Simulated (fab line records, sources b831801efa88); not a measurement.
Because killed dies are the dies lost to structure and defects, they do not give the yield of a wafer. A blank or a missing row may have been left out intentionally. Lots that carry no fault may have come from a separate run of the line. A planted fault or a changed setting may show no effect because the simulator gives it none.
fab line records	flow sky130
record: lots: 12	wafers: 36	last_day: 50
route steps=708 shown FIELD_ISO@5 NWELL@64 LI_CONTACT@365
lots that met no fault: taken from a fault-free run of the same line
start_h: hours from the record's opening day to when the first of the lot's shown wafers began	wait_h: hours since the lot's step before	" as in the row above	L1.1+2: a single row standing in for several wafers	- no value present, or no start provided	* or withheld: withheld	< > ~ a bound
route shown NAME@n: names a module that has steps shown in the file, with the first one's number in the route	usual: mean/standard deviation taken from wafers without a fault	same: alike in all rows	chamber/n: place in a boat	sites: the reading at each site	_std_site: standard deviation across them	_edge_site: outer sites' mean less inner sites'	radius_mm: for every site, how far away it sits from the centre of the wafer	mask NAME#n: copy n	behind: the most recent tool/chamber to have shaped the wafer	hold: what put the lot on hold/how long, in hours/how the hold closed	device: the n, p or np transistor that did not switch	end of line: tests run on the same wafers once the route is complete	a step given without rows: its recipe and nothing more	killed: not the wafer's yield, but the dies lost to structure and defects at the first sort	map: a wafer's dies, x killed, . not, _ none there
set.NAME: the setting the step ran with; set.NAME@STEP: the setting that earlier step ran with	model.NAME: the simulator's own value behind a step, which no gauge read
one table for each step of the route and one row for each wafer, over a sample of lots
services: from which hour (start_h, from the record's first day; less than 0 if before it) a tool's chamber was out of use, for how many hours, and why
== steps ==
step: SKY_FIELD_ISO_THK_MEAS_04
recipe: reads: Si3N4_of_FIELD_ISO_CVD_03
usual: FIELD_ISO_CVD_03_THK: 165.5/1.5
lot.wafer	tool	chamber	start_h	wait_h	FIELD_ISO_CVD_03_THK[nm]
L411.1	film_metro-03	-	29.63	0.0	163.2
L411.2	"	-	"	"	163.9
L411.5	"	-	"	"	164.2
L414.1	film_metro-01	-	48.27	0.0	168.3
L414.3	"	-	"	"	166.4
L414.6	"	-	"	"	167.0
L415.4	film_metro-01	-	50.45	0.0	163.9
L415.5	"	-	"	"	162.6
L415.6	"	-	"	"	163.3
L416.4	film_metro-04	-	55.87	0.0	164.3
L416.5	"	-	"	"	162.4
L416.6	"	-	"	"	163.5
L419.1	film_metro-04	-	69.67	0.0	164.8
L419.2	"	-	"	"	165.9
L419.5	"	-	"	"	164.4
L420.1	film_metro-01	-	75.86	0.0	167.2
L420.2	"	-	"	"	165.6
L420.5	"	-	"	"	165.5
L422.2	film_metro-04	-	84.84	0.0	164.4
L422.4	"	-	"	"	164.1
L422.6	"	-	"	"	164.1
L426.1	film_metro-04	-	105.17	0.0	164.5
L426.4	"	-	"	"	165.6
L426.5	"	-	"	"	164.0
L428.1	film_metro-04	-	116.37	0.0	165.5
L428.3	"	-	"	"	163.9
L428.4	"	-	"	"	164.8
L429.1	film_metro-03	-	120.81	0.0	166.5
L429.3	"	-	"	"	167.1
L429.6	"	-	"	"	165.6
L430.1	film_metro-01	-	126.52	0.0	169.0
L430.2	"	-	"	"	169.3
L430.3	"	-	"	"	168.8
L431.3	film_metro-01	-	130.58	0.0	165.4
L431.4	"	-	"	"	166.5
L431.6	"	-	"	"	165.2
step: SKY_NWELL_IMPLANT_11
recipe: species: P	energy_kev: 400	dose_cm2: 1.9e+13	tilt_deg: withheld
usual: beam_energy_keV: 400.03/0.12	dose_ions_cm2: 1.8996e+13/1.9e+10
lot.wafer	tool	chamber	start_h	wait_h	beam_energy_keV	dose_ions_cm2
L411.1	implanter-03	0	104.51	0.0	399.88	1.9008e+13
L411.2	"	0	"	"	399.86	1.8974e+13
L411.5	"	0	"	"	399.99	1.8992e+13
L414.1	implanter-03	0	124.12	0.0	400.29	1.8974e+13
L414.3	"	0	"	"	400.11	1.8999e+13
L414.6	"	0	"	"	400.05	1.8994e+13
L415.4	implanter-02	0	126.28	0.1	400.20	1.9017e+13
L415.5	"	0	"	"	400.17	1.9005e+13
L415.6	"	0	"	"	400.05	1.9018e+13
L416.4	implanter-01	0	134.43	0.1	399.81	1.9003e+13
L416.5	"	0	"	"	400.09	1.8985e+13
L416.6	"	0	"	"	399.98	1.9013e+13
L419.1	implanter-03	0	146.51	0.0	400.05	1.8998e+13
L419.2	"	0	"	"	399.92	1.9021e+13
L419.5	"	0	"	"	400.11	1.8989e+13
L420.1	implanter-01	0	156.52	0.0	399.96	1.9e+13
L420.2	"	0	"	"	400.05	1.9e+13
L420.5	"	0	"	"	400.30	1.9003e+13
L422.2	implanter-02	0	169.23	0.0	399.84	1.9e+13
L422.4	"	0	"	"	399.97	1.8972e+13
L422.6	"	0	"	"	399.90	1.9001e+13
L426.1	implanter-03	0	193.56	0.0	399.93	1.9858e+13
L426.4	"	0	"	"	400.00	1.9864e+13
L426.5	"	0	"	"	400.02	1.9891e+13
L428.1	implanter-01	0	203.36	0.0	400.01	1.8963e+13
L428.3	"	0	"	"	399.96	1.902e+13
L428.4	"	0	"	"	399.93	1.8991e+13
L429.1	implanter-03	0	210.81	0.0	400.13	1.9869e+13
L429.3	"	0	"	"	400.23	1.9885e+13
L429.6	"	0	"	"	400.36	1.9852e+13
L430.1	implanter-02	0	222.36	0.0	400.11	1.9013e+13
L430.2	"	0	"	"	400.00	1.9024e+13
L430.3	"	0	"	"	400.01	1.8959e+13
L431.3	implanter-01	0	230.06	0.1	400.14	1.9023e+13
L431.4	"	0	"	"	400.05	1.9025e+13
L431.6	"	0	"	"	400.03	1.8982e+13
step: SKY_NWELL_STRIP_14
recipe: chemistry: O2/N2	power_w: 1400	pressure_mtorr: 1500	platen_temp_c: withheld	o2_flow_sccm: 3000	n2_flow_sccm: 300	overash_fraction: 0.5
usual: drypump_motor_current_A: 5.67/0.17	oes_product_au: 0.722/0.0045	strip_time_to_endpoint_s: 36.90/0.086
lot.wafer	tool	chamber	start_h	wait_h	drypump_motor_current_A	oes_product_au	rf_hours_counter_h	strip_time_to_endpoint_s
L411.1	plasma_asher-02	1	104.96	0.1	5.87	0.719	48	36.80
L411.2	"	0	"	"	5.63	0.715	48	36.81
L411.5	"	1	"	"	5.87	0.733	-	36.84
L414.1	plasma_asher-01	0	124.57	0.1	5.50	0.725	36	36.98
L414.3	"	1	"	"	5.74	0.720	-	36.93
L414.6	"	0	"	"	5.50	0.722	-	36.97
L415.4	plasma_asher-01	0	126.69	0.1	5.48	0.716	-	36.81
L415.5	"	0	"	"	5.49	0.723	-	36.79
L415.6	"	1	"	"	5.71	0.728	-	36.83
L416.4	plasma_asher-02	0	134.84	0.1	5.63	0.727	-	36.96
L416.5	"	0	"	"	5.63	0.730	-	36.89
L416.6	"	1	"	"	5.87	0.725	-	36.97
L419.1	plasma_asher-03	0	146.96	0.1	5.79	0.722	49	37.01
L419.2	"	1	"	"	5.40	0.719	49	36.97
L419.5	"	1	"	"	5.40	0.719	-	36.83
L420.1	plasma_asher-02	1	156.97	0.1	5.85	0.721	4	36.79
L420.2	"	0	"	"	5.62	0.711	4	36.78
L420.5	"	1	"	"	5.86	0.717	-	36.82
L422.2	plasma_asher-01	1	169.66	0.1	5.72	0.724	40	36.78
L422.4	"	1	"	"	5.75	0.721	-	36.73
L422.6	"	0	"	"	5.50	0.725	-	36.89
L426.1	plasma_asher-03	0	195.85	0.1	5.84	0.731	53	37.00
L426.4	"	1	"	"	5.39	0.727	-	37.01
L426.5	"	0	"	"	5.90	0.726	-	36.99
L428.1	plasma_asher-01	1	203.81	0.1	5.74	0.718	44	36.99
L428.3	"	0	"	"	5.48	0.721	-	36.97
L428.4	"	1	"	"	5.71	0.725	-	36.94
L429.1	plasma_asher-02	0	211.26	0.1	5.64	0.724	9	36.83
L429.3	"	1	"	"	5.87	0.725	-	36.82
L429.6	"	1	"	"	5.86	0.718	-	36.77
L430.1	plasma_asher-03	0	222.81	0.1	5.90	0.725	56	36.93
L430.2	"	1	"	"	5.39	0.723	56	36.98
L430.3	"	1	"	"	5.40	0.721	-	36.89
L431.3	plasma_asher-01	0	230.49	0.1	5.47	0.725	-	36.99
L431.4	"	1	"	"	5.74	0.715	-	36.90
L431.6	"	1	"	"	5.76	0.727	-	36.90
step: SKY_NWELL_RS_MEAS_29
recipe: thk_meas_gauge: four-point-probe
usual: NWELL_RS: 624.4/1.2
lot.wafer	tool	chamber	start_h	wait_h	NWELL_RS[ohm/sq]
L411.1	film_metro-03	-	123.12	0.1	623.4
L411.2	"	-	"	"	622.7
L411.5	"	-	"	"	623.9
L414.1	film_metro-02	-	143.73	0.1	623.0
L414.3	"	-	"	"	624.1
L414.6	"	-	"	"	623.1
L415.4	film_metro-04	-	145.39	0.1	623.6
L415.5	"	-	"	"	623.1
L415.6	"	-	"	"	622.3
L416.4	film_metro-03	-	154.79	0.1	625.1
L416.5	"	-	"	"	626.9
L416.6	"	-	"	"	626.7
L419.1	film_metro-02	-	167.32	0.1	623.4
L419.2	"	-	"	"	623.4
L419.5	"	-	"	"	623.4
L420.1	film_metro-03	-	176.82	0.1	625.2
L420.2	"	-	"	"	624.1
L420.5	"	-	"	"	624.5
L422.2	film_metro-02	-	190.04	0.1	626.7
L422.4	"	-	"	"	626.9
L422.6	"	-	"	"	624.9
L426.1	film_metro-04	-	218.07	0.1	609.5
L426.4	"	-	"	"	610.0
L426.5	"	-	"	"	607.9
L428.1	film_metro-04	-	226.43	0.1	624.5
L428.3	"	-	"	"	625.0
L428.4	"	-	"	"	623.8
L429.1	film_metro-03	-	235.22	0.1	610.6
L429.3	"	-	"	"	610.7
L429.6	"	-	"	"	609.1
L430.1	film_metro-03	-	246.62	0.1	624.2
L430.2	"	-	"	"	624.2
L430.3	"	-	"	"	623.7
L431.3	film_metro-03	-	255.07	0.1	623.0
L431.4	"	-	"	"	623.2
L431.6	"	-	"	"	624.8
step: SKY_LI_CONTACT_BOW_MEAS_03
recipe: mode: bow
usual: LI_CONTACT_BOW: 56/7
lot.wafer	tool	chamber	start_h	wait_h	LI_CONTACT_BOW[um]
L411.1	film_metro-02	-	680.86	0.1	47
L411.2	"	-	"	"	49
L411.5	"	-	"	"	49
L414.1	film_metro-03	-	704.85	0.1	64
L414.3	"	-	"	"	53
L414.6	"	-	"	"	46
L415.4	film_metro-03	-	708.20	0.3	57
L415.5	"	-	"	"	58
L415.6	"	-	"	"	53
L416.4	film_metro-03	-	716.66	0.3	48
L416.5	"	-	"	"	53
L416.6	"	-	"	"	56
L419.1	film_metro-02	-	741.15	0.1	60
L419.2	"	-	"	"	50
L419.5	"	-	"	"	48
L420.1	film_metro-01	-	747.16	0.1	55
L420.2	"	-	"	"	66
L420.5	"	-	"	"	60
L422.2	film_metro-01	-	768.62	0.3	36
L422.4	"	-	"	"	56
L422.6	"	-	"	"	65
L426.1	film_metro-02	-	796.54	0.1	62
L426.4	"	-	"	"	53
L426.5	"	-	"	"	72
L428.1	film_metro-03	-	803.95	0.2	65
L428.3	"	-	"	"	63
L428.4	"	-	"	"	66
L429.1	film_metro-02	-	820.12	0.1	60
L429.3	"	-	"	"	57
L429.6	"	-	"	"	51
L430.1	film_metro-03	-	826.95	0.1	40
L430.2	"	-	"	"	60
L430.3	"	-	"	"	64
L431.3	film_metro-01	-	838.94	0.2	49
L431.4	"	-	"	"	56
L431.6	"	-	"	"	58
== services ==
tool	chamber	start_h	hours	kind
implanter-03	-	92.28	3.6	repair
implanter-01	-	93.83	2.9	repair
plasma_asher-03	-	93.99	6.8	repair
plasma_asher-01	-	94.68	14.6	pm
implanter-02	-	106.86	4.6	repair
plasma_asher-02	-	108.75	9.0	pm
plasma_asher-02	0	108.75	9.0	vent_cycle
plasma_asher-02	1	108.75	9.0	vent_cycle
plasma_asher-02	0	117.75	-	clean
plasma_asher-02	1	117.75	-	clean
implanter-03	-	149.89	3.7	repair
implanter-02	-	160.25	1.9	repair
plasma_asher-02	-	177.45	1.0	repair
== key ==
first_sign: step: SKY_NWELL_IMPLANT_11	reading: dose_ions_cm2	direction: up	sigmas: 46	usual: *	struck: *
effect: step: SKY_NWELL_RS_MEAS_29	reading: NWELL_RS	direction: down	sigmas: 13	usual: 624.4	struck: 609.6
met_at SKY_NWELL_IMPLANT_11
struck_lots L426,L429
tester_left_out L426,L429
not_acting_at SKY_FIELD_ISO_THK_MEAS_04,SKY_NWELL_STRIP_14,SKY_LI_CONTACT_BOW_MEAS_03
onset_between 146.51 193.56
fault: kind: process_parameter_drift	tool: implanter-03	chamber: -	onset_h: 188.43	steps: SKY_NWELL_IMPLANT_11	channel: dose_cm2	offset: *	shape: step	end_h: 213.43	acts_in: *	stated: *
tester_left_out: of these lots the tester's yield and bins aren't shown, on N5 and GAA mostly nor the transistor test; their killed dies are dies lost to structure and defects alone, not to doping, threshold or leakage, so they don't give the yield
